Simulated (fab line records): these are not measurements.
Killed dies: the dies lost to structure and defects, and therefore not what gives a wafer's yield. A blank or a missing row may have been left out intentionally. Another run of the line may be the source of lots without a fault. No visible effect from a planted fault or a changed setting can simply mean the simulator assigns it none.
fab line records -- flow sky130
record lots=11, wafers=33, lastDay=50
route steps=708 shown FIELD_ISO@16 NWELL@34 VT_ADJUST_NCORE@123
lots that met no fault: taken from a fault-free run of the same line
startH: the number of hours between the record's first day and the start of the first shown wafer of the lot -- waitH: hours since the lot's step before -- " the same as in the row above -- L1.1+2: a single row standing in for several wafers -- - either no value or no given start -- * or withheld: withheld -- < > ~ a bound
route shown NAME@n: NAME is a module with steps in the file, n the number in the route of the first one -- usual: mean and standard deviation over wafers with no fault -- same: alike in all rows -- chamber/n: place in a boat -- sites: each site's reading -- _std_site: standard deviation across them -- _edge_site: inner sites' mean taken away from outer sites' mean -- radiusMm: how far each site lies from the wafer's centre -- mask NAME#n: copy n -- behind: tool/chamber where the wafer was last shaped -- hold: why the lot was held/for how many hours/how that ended -- device: the transistor (n, p or np) that didn't switch -- end of line: at the end of the route, the tests of the same wafers -- a step without rows: its recipe alone -- killed: at the first sort, the dies lost to defects and structure; wafer yield is something else -- map: a wafer's dies, x killed, . not, _ none there
set.NAME: the setting as run; set.NAME@STEP: as run at that earlier step -- model.NAME: the simulator's own value behind a step, which no gauge read
one table for each step of the route and one row for each wafer, over a sample of lots
services: the hour from which a tool's chamber was out of use, counted from the record's first day as startH (under 0 if before that day), plus the number of hours and why
## steps
# step SKY_FIELD_ISO_ETCH_15
# recipe chemistry=CHF3/O2, targetDepthNm=180, stopOn=Si, sourceW=600, biasW=200, pressureMtorr=40, chf3FlowSccm=50, O2_flow_sccm=5, timeS=70.07
# usual drypumpMotorCurrentA=5.9/0.42, oesProductAu=0.961/0.0061, throttleValvePct=8.848/0.0088
lot.wafer,tool,chamber,startH,waitH,drypumpMotorCurrentA,oesProductAu,rfHoursCounterH,throttleValvePct
L534.2,rieDiel-01,3,35.00,0.0,5.6,0.962,52,8.842
L534.3,rieDiel-01,1,35.00,0.0,6.5,0.968,70,8.835
L534.6,rieDiel-01,2,35.00,0.0,5.9,0.966,-,8.872
L535.1,rieDiel-04,0,40.03,0.0,5.6,0.967,55,8.850
L535.3,rieDiel-04,3,40.03,0.0,5.5,0.953,80,8.859
L535.6,rieDiel-04,1,40.03,0.0,6.7,0.953,-,8.854
L536.1,rieDiel-04,1,44.83,0.0,6.7,0.953,66,8.856
L536.3,rieDiel-04,3,44.83,0.0,5.5,0.952,80,8.852
L536.6,rieDiel-04,3,44.83,0.0,5.5,0.951,-,8.854
L537.3,rieDiel-02,1,50.93,0.0,5.9,0.969,6,8.858
L537.4,rieDiel-02,2,50.93,0.0,5.6,0.949,-,8.850
L537.6,rieDiel-02,1,50.93,0.0,5.9,0.959,-,8.847
L538.1,rieDiel-01,3,55.25,0.0,5.6,0.966,53,8.853
L538.3,rieDiel-01,2,55.25,0.0,5.9,0.964,39,8.856
L538.4,rieDiel-01,1,55.25,0.0,6.5,0.959,70,8.861
L539.2,rieDiel-01,0,61.88,0.0,5.4,0.968,60,8.842
L539.3,rieDiel-01,1,61.88,0.0,6.5,0.967,70,8.850
L539.4,rieDiel-01,2,61.88,0.0,5.9,0.964,39,8.859
L541.1,rieDiel-01,3,71.25,0.0,5.6,0.963,53,8.837
L541.2,rieDiel-01,1,71.25,0.0,6.5,0.962,71,8.848
L541.4,rieDiel-01,0,71.25,0.0,5.4,0.963,-,8.850
L546.1,rieDiel-01,2,98.48,0.0,5.9,0.955,40,8.854
L546.2,rieDiel-01,0,98.48,0.0,5.4,0.961,60,8.846
L546.5,rieDiel-01,0,98.48,0.0,5.4,0.953,-,8.859
L548.2,rieDiel-01,2,107.88,0.0,6.0,0.965,40,8.849
L548.4,rieDiel-01,1,107.88,0.0,6.6,0.966,71,8.845
L548.5,rieDiel-01,2,107.88,0.0,5.9,0.969,-,8.844
L555.2,rieDiel-01,3,143.90,0.0,5.6,0.964,54,8.847
L555.4,rieDiel-01,2,143.90,0.0,5.9,0.962,41,8.842
L555.6,rieDiel-01,3,143.90,0.0,5.6,0.960,-,8.832
L556.1,rieDiel-02,2,148.33,0.0,5.6,0.956,3,8.862
L556.3,rieDiel-02,1,148.33,0.0,5.9,0.956,9,8.845
L556.6,rieDiel-02,1,148.33,0.0,5.9,0.956,-,8.853
# step SKY_FIELD_ISO_THK_MEAS_23
# recipe reads=SiO2_of_FIELD_ISO_OXIDATION_22
# usual FIELD_ISO_OXIDATION_01_THK=10.00/0.21
lot.wafer,tool,chamber,startH,waitH,FIELD_ISO_OXIDATION_01_THK[nm]
L534.2,filmMetro-01,-,37.81,0.0,9.79
L534.3,filmMetro-01,-,37.81,0.0,9.77
L534.6,filmMetro-01,-,37.81,0.0,9.77
L535.1,filmMetro-04,-,43.81,0.0,10.10
L535.3,filmMetro-04,-,43.81,0.0,10.28
L535.6,filmMetro-04,-,43.81,0.0,10.11
L536.1,filmMetro-03,-,49.50,0.0,10.18
L536.3,filmMetro-03,-,49.50,0.0,10.29
L536.6,filmMetro-03,-,49.50,0.0,10.37
L537.3,filmMetro-04,-,55.10,0.0,10.08
L537.4,filmMetro-04,-,55.10,0.0,10.11
L537.6,filmMetro-04,-,55.10,0.0,9.98
L538.1,filmMetro-03,-,59.14,0.0,9.93
L538.3,filmMetro-03,-,59.14,0.0,9.90
L538.4,filmMetro-03,-,59.14,0.0,9.80
L539.2,filmMetro-03,-,65.79,0.0,9.99
L539.3,filmMetro-03,-,65.79,0.0,10.22
L539.4,filmMetro-03,-,65.79,0.0,10.03
L541.1,filmMetro-04,-,74.37,0.0,9.78
L541.2,filmMetro-04,-,74.37,0.0,9.67
L541.4,filmMetro-04,-,74.37,0.0,9.88
L546.1,filmMetro-03,-,103.66,0.0,9.98
L546.2,filmMetro-03,-,103.66,0.0,9.92
L546.5,filmMetro-03,-,103.66,0.0,9.83
L548.2,filmMetro-01,-,111.27,0.0,9.86
L548.4,filmMetro-01,-,111.27,0.0,9.86
L548.5,filmMetro-01,-,111.27,0.0,10.02
L555.2,filmMetro-04,-,146.07,0.0,10.34
L555.4,filmMetro-04,-,146.07,0.0,10.25
L555.6,filmMetro-04,-,146.07,0.0,10.26
L556.1,filmMetro-04,-,150.96,0.0,9.86
L556.3,filmMetro-04,-,150.96,0.0,9.92
L556.6,filmMetro-04,-,150.96,0.0,9.84
# step SKY_NWELL_THK_MEAS_02
# recipe reads=SiO2_of_NWELL_OXIDATION_01
# usual NWELL_OXIDATION_THK=10.00/0.2
lot.wafer,tool,chamber,startH,waitH,NWELL_OXIDATION_THK[nm]
L534.2,filmMetro-02,-,46.00,0.0,9.88
L534.3,filmMetro-02,-,46.00,0.0,10.07
L534.6,filmMetro-02,-,46.00,0.0,9.89
L535.1,filmMetro-02,-,51.44,0.0,9.69
L535.3,filmMetro-02,-,51.44,0.0,10.02
L535.6,filmMetro-02,-,51.44,0.0,9.91
L536.1,filmMetro-02,-,56.47,0.0,10.15
L536.3,filmMetro-02,-,56.47,0.0,10.32
L536.6,filmMetro-02,-,56.47,0.0,10.21
L537.3,filmMetro-03,-,63.22,0.0,10.33
L537.4,filmMetro-03,-,63.22,0.0,10.27
L537.6,filmMetro-03,-,63.22,0.0,10.26
L538.1,filmMetro-03,-,67.09,0.0,9.85
L538.3,filmMetro-03,-,67.09,0.0,9.87
L538.4,filmMetro-03,-,67.09,0.0,9.78
L539.2,filmMetro-01,-,72.47,0.0,10.02
L539.3,filmMetro-01,-,72.47,0.0,10.02
L539.4,filmMetro-01,-,72.47,0.0,9.87
L541.1,filmMetro-03,-,79.85,0.0,10.00
L541.2,filmMetro-03,-,79.85,0.0,10.10
L541.4,filmMetro-03,-,79.85,0.0,10.11
L546.1,filmMetro-03,-,110.20,0.0,10.26
L546.2,filmMetro-03,-,110.20,0.0,10.20
L546.5,filmMetro-03,-,110.20,0.0,10.29
L548.2,filmMetro-02,-,118.40,0.0,9.83
L548.4,filmMetro-02,-,118.40,0.0,9.83
L548.5,filmMetro-02,-,118.40,0.0,9.74
L555.2,filmMetro-02,-,150.91,0.0,10.08
L555.4,filmMetro-02,-,150.91,0.0,10.18
L555.6,filmMetro-02,-,150.91,0.0,9.97
L556.1,filmMetro-02,-,156.29,0.0,10.43
L556.3,filmMetro-02,-,156.29,0.0,10.26
L556.6,filmMetro-02,-,156.29,0.0,10.36
# step SKY_VT_ADJUST_NCORE_EXPOSE_04
# recipe maskId=LVTN_COMPLEMENT_THIN, na=0.6, sourceShape=conventional, sigmaOuter=0.6, polarization=unpolarized, targetCdNm=380, doseMj=139
# usual exposureDoseMJCm2=138.97/0.13, stageVelMmS=499.98/0.24
lot.wafer,tool,chamber,startH,waitH,mask,exposureDoseMJCm2,stageVelMmS
L534.2,ilineStepper-01,0,181.21,-,LVTN_COMPLEMENT_THIN#0,138.92,500.06
L534.3,ilineStepper-01,0,181.21,-,LVTN_COMPLEMENT_THIN#0,139.14,500.20
L534.6,ilineStepper-01,0,181.21,-,LVTN_COMPLEMENT_THIN#0,139.07,499.98
L535.1,ilineStepper-01,0,189.34,-,LVTN_COMPLEMENT_THIN#0,139.18,500.18
L535.3,ilineStepper-01,0,189.34,-,LVTN_COMPLEMENT_THIN#0,139.20,499.68
L535.6,ilineStepper-01,0,189.34,-,LVTN_COMPLEMENT_THIN#0,139.34,500.11
L536.1,ilineStepper-02,0,195.93,-,LVTN_COMPLEMENT_THIN#0,138.84,500.11
L536.3,ilineStepper-02,0,195.93,-,LVTN_COMPLEMENT_THIN#0,139.02,500.05
L536.6,ilineStepper-02,0,195.93,-,LVTN_COMPLEMENT_THIN#0,138.88,499.59
L537.3,ilineStepper-02,0,204.58,-,LVTN_COMPLEMENT_THIN#0,138.85,500.01
L537.4,ilineStepper-02,0,204.58,-,LVTN_COMPLEMENT_THIN#0,139.11,499.93
L537.6,ilineStepper-02,0,204.58,-,LVTN_COMPLEMENT_THIN#0,138.91,500.35
L538.1,ilineStepper-01,0,208.81,-,LVTN_COMPLEMENT_THIN#0,139.04,500.19
L538.3,ilineStepper-01,0,208.81,-,LVTN_COMPLEMENT_THIN#0,139.04,500.13
L538.4,ilineStepper-01,0,208.81,-,LVTN_COMPLEMENT_THIN#0,139.04,499.71
L539.2,ilineStepper-01,0,216.51,-,LVTN_COMPLEMENT_THIN#0,138.71,499.31
L539.3,ilineStepper-01,0,216.51,-,LVTN_COMPLEMENT_THIN#0,138.99,499.46
L539.4,ilineStepper-01,0,216.51,-,LVTN_COMPLEMENT_THIN#0,138.81,499.97
L541.1,ilineStepper-01,0,227.21,-,LVTN_COMPLEMENT_THIN#0,139.17,500.35
L541.2,ilineStepper-01,0,227.21,-,LVTN_COMPLEMENT_THIN#0,138.98,500.34
L541.4,ilineStepper-01,0,227.21,-,LVTN_COMPLEMENT_THIN#0,138.96,500.15
L546.1,ilineStepper-02,0,267.38,-,LVTN_COMPLEMENT_THIN#0,140.48,500.16
L546.2,ilineStepper-02,0,267.38,-,LVTN_COMPLEMENT_THIN#0,140.36,499.94
L546.5,ilineStepper-02,0,267.38,-,LVTN_COMPLEMENT_THIN#0,140.45,500.09
L548.2,ilineStepper-01,0,280.81,-,LVTN_COMPLEMENT_THIN#0,138.96,499.86
L548.4,ilineStepper-01,0,280.81,-,LVTN_COMPLEMENT_THIN#0,138.67,500.30
L548.5,ilineStepper-01,0,280.81,-,LVTN_COMPLEMENT_THIN#0,138.97,499.86
L555.2,ilineStepper-02,0,324.92,-,LVTN_COMPLEMENT_THIN#0,138.94,500.15
L555.4,ilineStepper-02,0,324.92,-,LVTN_COMPLEMENT_THIN#0,139.02,500.17
L555.6,ilineStepper-02,0,324.92,-,LVTN_COMPLEMENT_THIN#0,138.92,500.10
L556.1,ilineStepper-01,0,330.60,-,LVTN_COMPLEMENT_THIN#0,138.87,500.15
L556.3,ilineStepper-01,0,330.60,-,LVTN_COMPLEMENT_THIN#0,138.99,500.29
L556.6,ilineStepper-01,0,330.60,-,LVTN_COMPLEMENT_THIN#0,139.04,499.92
# step SKY_VT_ADJUST_NCORE_CD_MEAS_07
# recipe targetCdNm=380
# usual cdNm=379.1/2.6
lot.wafer,tool,chamber,startH,waitH,cdNm
L534.2,cdSem-01,-,191.73,0.1,379.3
L534.3,cdSem-01,-,191.73,0.1,378.6
L534.6,cdSem-01,-,191.73,0.1,381.3
L535.1,cdSem-01,-,199.26,0.1,380.9
L535.3,cdSem-01,-,199.26,0.1,378.9
L535.6,cdSem-01,-,199.26,0.1,380.8
L536.1,cdSem-01,-,206.62,0.1,379.0
L536.3,cdSem-01,-,206.62,0.1,376.4
L536.6,cdSem-01,-,206.62,0.1,377.5
L537.3,cdSem-02,-,215.06,0.1,375.3
L537.4,cdSem-02,-,215.06,0.1,376.3
L537.6,cdSem-02,-,215.06,0.1,377.0
L538.1,cdSem-01,-,219.47,0.1,383.6
L538.3,cdSem-01,-,219.47,0.1,384.3
L538.4,cdSem-01,-,219.47,0.1,382.4
L539.2,cdSem-02,-,227.41,0.1,378.4
L539.3,cdSem-02,-,227.41,0.1,380.7
L539.4,cdSem-02,-,227.41,0.1,378.9
L541.1,cdSem-01,-,237.14,0.1,379.3
L541.2,cdSem-01,-,237.14,0.1,382.4
L541.4,cdSem-01,-,237.14,0.1,379.1
L546.1,cdSem-01,-,279.54,0.1,370.5
L546.2,cdSem-01,-,279.54,0.1,350.2
L546.5,cdSem-01,-,279.54,0.1,355.7
L548.2,cdSem-02,-,293.11,0.1,376.9
L548.4,cdSem-02,-,293.11,0.1,377.7
L548.5,cdSem-02,-,293.11,0.1,378.2
L555.2,cdSem-01,-,337.86,0.1,377.9
L555.4,cdSem-01,-,337.86,0.1,377.7
L555.6,cdSem-01,-,337.86,0.1,377.9
L556.1,cdSem-01,-,343.07,0.1,379.1
L556.3,cdSem-01,-,343.07,0.1,379.0
L556.6,cdSem-01,-,343.07,0.1,378.0
## services
tool,chamber,startH,hours,kind
rieDiel-02,2,12.46,-,clean
rieDiel-02,3,13.58,100.9,repair
rieDiel-02,0,24.07,2.5,repair
rieDiel-01,2,38.15,7.3,repair
rieDiel-04,2,43.88,14.5,repair
rieDiel-01,2,68.91,5.8,repair
ilineStepper-01,-,77.32,2.1,pm
ilineStepper-01,-,79.41,-,consumableReplace:lamp
ilineStepper-02,-,80.86,1.7,pm
rieDiel-02,-,86.37,1.1,repair
ilineStepper-02,0,86.39,-,calibration
ilineStepper-01,-,117.54,1.7,pm
rieDiel-02,1,137.49,4.7,repair
ilineStepper-01,0,153.32,-,calibration
rieDiel-04,-,193.29,0.6,repair
ilineStepper-01,-,193.63,4.4,pm
rieDiel-01,3,193.88,17.5,repair
rieDiel-01,0,208.47,3.1,repair
rieDiel-04,1,234.32,6.7,repair
ilineStepper-02,-,283.91,1.0,repair
rieDiel-04,0,296.52,4.8,repair
ilineStepper-01,-,298.62,13.8,repair
ilineStepper-02,-,312.45,1.7,pm
ilineStepper-02,0,312.79,-,calibration
## key
firstSign step=SKY_VT_ADJUST_NCORE_EXPOSE_04, reading=exposureDoseMJCm2, direction=up, sigmas=11, usual=*, struck=*
effect step=SKY_VT_ADJUST_NCORE_CD_MEAS_07, reading=cdNm, direction=down, sigmas=7.8, usual=379.1, struck=358.8, through=controlLoop
metAt SKY_VT_ADJUST_NCORE_EXPOSE_04
struckLots L546
testerLeftOut L546
loopTrim step=SKY_VT_ADJUST_NCORE_EXPOSE_04, setting=dose, lots=L546
notActingAt SKY_FIELD_ISO_ETCH_15,SKY_FIELD_ISO_THK_MEAS_23,SKY_NWELL_THK_MEAS_02
onsetBetween 204.58 267.38
fault kind=processParameterDrift, tool=ilineStepper-02, chamber=-, onsetH=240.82, steps=SKY_VT_ADJUST_NCORE_EXPOSE_04, channel=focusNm, offset=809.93, spreadByWafer=0.3, shape=step, endH=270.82
# testerLeftOut: of these lots the tester's yield and bins aren't shown, on N5 and GAA mostly nor the transistor test; their killed dies are dies lost to structure and defects alone, not to doping, threshold or leakage, so they don't give the yield
# loopTrim: a control loop set the setting to another value than it would have without faults
